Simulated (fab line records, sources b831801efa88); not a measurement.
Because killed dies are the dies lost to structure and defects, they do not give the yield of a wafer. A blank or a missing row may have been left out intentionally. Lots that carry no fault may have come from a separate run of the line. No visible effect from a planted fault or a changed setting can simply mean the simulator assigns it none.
Which tool did it?	flow sky130	39 wafers from 13 lots sampled at 4 of the route's 708 steps

## WHAT EACH GAUGE READ, for each wafer
SKY_SONOS_ONO_THK_MEAS_03. Usual: SONOS_ONO_CVD_02_THK typically reads 10.52 nm, with standard deviation 0.13.
lot	measured	on	SONOS_ONO_CVD_02_THK (nm)	flag
L108	day 12 09:34	film_metro-01	10.63 10.58 10.50	
L107	day 12 13:50	film_metro-02	10.55 10.51 10.49	
L110	day 12 13:50	film_metro-03	10.54 10.47 10.52	
L109	day 12 14:53	film_metro-01	10.28 10.26 10.38	
L112	day 13 08:19	film_metro-02	10.49 10.47 10.52	
L114	day 13 22:02	film_metro-01	10.54 10.56 10.56	
L115	day 14 10:50	film_metro-02	10.65 10.76 10.56	
L117	day 15 02:13	film_metro-01	10.75 10.70 10.62	
L118	day 15 05:04	film_metro-01	10.64 10.69 10.74	
L119	day 15 13:52	film_metro-03	8.38 8.37 8.40	OFF
L120	day 16 21:41	film_metro-03	8.18 8.37 8.11	OFF
L121	day 16 21:41	film_metro-01	8.54 8.28 8.33	OFF
L130	day 19 15:05	film_metro-03	10.55 10.65 10.51	

SKY_LDD_HVP_OVL_MEAS_07. Usual: LDD_HVP_OVL typically reads -0.5 nm, with standard deviation 1.4.
lot	measured	on	LDD_HVP_OVL (nm)	flag
L108	day 22 13:10	overlay-02	-3.8 -4.1 -4.6	
L107	day 23 09:10	overlay-01	-0.3 -0.2 -1.1	
L110	day 23 08:13	overlay-01	-2.6 -0.3 0.3	
L109	day 23 08:31	overlay-01	0.0 0.9 0.9	
L112	day 23 14:46	overlay-01	-1.9 -0.7 -1.8	
L114	day 24 07:23	overlay-02	-2.5 -1.6 -0.8	
L115	day 24 17:22	overlay-02	-0.5 -1.0 -2.6	
L117	day 25 08:58	overlay-01	0.5 1.6 1.6	
L118	day 25 12:01	overlay-02	0.6 -0.9 -0.3	
L119	day 26 01:37	overlay-01	-1.3 -0.7 -1.7	
L120	day 27 16:52	overlay-01	1.5 2.2 0.2	
L121	day 27 11:01	overlay-02	-1.2 -1.7 -0.6	
L130	day 30 00:19	overlay-01	0.1 -0.5 -2.1	

SKY_POLY_CUT_OVL_MEAS_09. Usual: POLY_CUT_OVL typically reads 2 nm, with standard deviation 6.2.
lot	measured	on	POLY_CUT_OVL (nm)	flag
L108	day 25 03:08	overlay-02	1 8 5	
L107	day 25 22:40	overlay-02	0 0 -1	
L110	day 25 22:14	overlay-01	2 -2 5	
L109	day 25 22:44	overlay-01	-1 5 -1	
L112	day 26 04:35	overlay-01	11 8 12	
L114	day 26 19:39	overlay-01	4 7 2	
L115	day 27 07:43	overlay-01	-1 -4 4	
L117	day 27 21:41	overlay-01	-6 -9 -5	
L118	day 28 00:16	overlay-01	-2 -3 -1	
L119	day 29 01:08	overlay-02	8 0 3	
L120	day 30 03:31	overlay-01	7 8 5	
L121	day 29 20:19	overlay-01	-9 -5 -8	
L130	day 32 10:55	overlay-01	-6 -6 -4	

## EACH LOT AND THE TOOL THAT RAN IT (in order: tool; ch and the chambers of the sampled wafers; start)
lot	SKY_SONOS_ONO_CVD_02
L108	lpcvd-02 ch 1, day 12 07:59
L107	lpcvd-02 ch 1, day 12 12:14
L110	lpcvd-02 ch 0, day 12 12:14
L109	lpcvd-02 ch 0, day 12 13:49
L112	lpcvd-02 ch 0, day 13 07:16
L114	lpcvd-02 ch 1, day 13 20:58
L115	lpcvd-02 ch 0, day 14 09:47
L117	lpcvd-02 ch 0, day 15 01:10
L118	lpcvd-02 ch 1, day 15 04:00
L119	lpcvd-02 ch 1, day 15 12:48
L120	lpcvd-02 ch 1, day 16 20:38
L121	lpcvd-02 ch 0, day 16 20:38
L130	lpcvd-02 ch 1, day 19 14:02
- SKY_SONOS_ONO_CVD_02: deposits Si3N4 from DCS/NH3, target thk 10.5 nm, time 180 s.

## AS READ BY THE TOOLS THEMSELVES (means over the sampled wafers that have a number; for cases with no such wafer, the mark the record gives instead)
The record holds no such reading with a usual standard deviation.

## THE ANSWER, worked out from the rows above alone
Rule: a lot counts as off when the mean over its wafers that have a number is more than 3 standard deviations away from the usual mean. Also off: a lot with no number at a reading for which 4 or more lots have one. Any other lot the step has rows for is counted as sound. First the gauges in route order, then the tools' own readings, where a lot's mean is used as printed above. At the first step where some lot is off, the reading lying furthest off is the one used; lots without a number count as furthest.
Off: L119, L120, L121, seen at SKY_SONOS_ONO_THK_MEAS_03 (SONOS_ONO_CVD_02_THK).
If a tool, at a process step before that reading, ran all the lots that are off and no sound lot after the first of them, it fits. The gauges at SKY_SONOS_ONO_THK_MEAS_03 are tried like those tools. No candidate that was tried fits.

## WHAT THE SIMULATOR PUT IN
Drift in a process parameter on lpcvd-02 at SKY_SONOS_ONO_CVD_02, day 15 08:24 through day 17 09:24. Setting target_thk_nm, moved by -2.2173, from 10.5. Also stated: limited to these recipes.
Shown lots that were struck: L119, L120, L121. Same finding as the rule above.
